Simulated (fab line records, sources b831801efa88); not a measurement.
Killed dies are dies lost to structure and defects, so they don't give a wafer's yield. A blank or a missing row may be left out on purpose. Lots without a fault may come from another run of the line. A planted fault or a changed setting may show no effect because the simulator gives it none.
One fault seen from 2 desks | flow gf180mcu | each desk has only its own numbers; what lay behind them comes last

THE METROLOGY DESK
What the gauges read, lot by lot, whatever tool the lot ran on: means of the sampled wafers that have a number. A lot is out of limits, marked OUT, if its mean lies more than 4 standard deviations from the usual mean; the brackets give that distance.
Columns: A = V4_W_RS at GF_V4_RS_MEAS_24, usual 0.327 ohm/sq; B = V4_W_THK at GF_V4_THK_MEAS_25, usual 348 nm
lot  | first seen here | A     | B
L986 | day 24 12:11    | 0.326 | 357
L998 | day 28 16:44    | 0.333 | 339
L101 | day 29 11:02    | 0.327 | 354
L104 | day 30 01:49    | 0.326 | 345
L108 | day 31 00:54    | 0.325 | 347
This desk's finding: nothing out of limits on any of the 5 lots.

THE TOOL OWNER'S DESK: pvd_sputter-03
The tool's own readings at GF_MIM_SPUTTER_02 (material AlCu, target thk 450 nm, time 23.9 s): means of the sampled wafers that have a number, for each lot that ran on this tool. A lot is out of limits, marked OUT, if its mean lies more than 4 standard deviations from the usual mean; the brackets give that distance.
Columns: A = throttle_valve_pct at GF_MIM_SPUTTER_02, usual 29.8 %
lot  | first seen here | A
L986 | day 24 12:48    | 29.5
L998 | day 28 17:17    | 29.6
This desk's finding: nothing out of limits on any of the 2 lots.

PUT TOGETHER
The metrology desk saw nothing out of limits.
The tool owner's desk saw nothing out of limits.

WHAT THE SIMULATOR HAD PUT IN
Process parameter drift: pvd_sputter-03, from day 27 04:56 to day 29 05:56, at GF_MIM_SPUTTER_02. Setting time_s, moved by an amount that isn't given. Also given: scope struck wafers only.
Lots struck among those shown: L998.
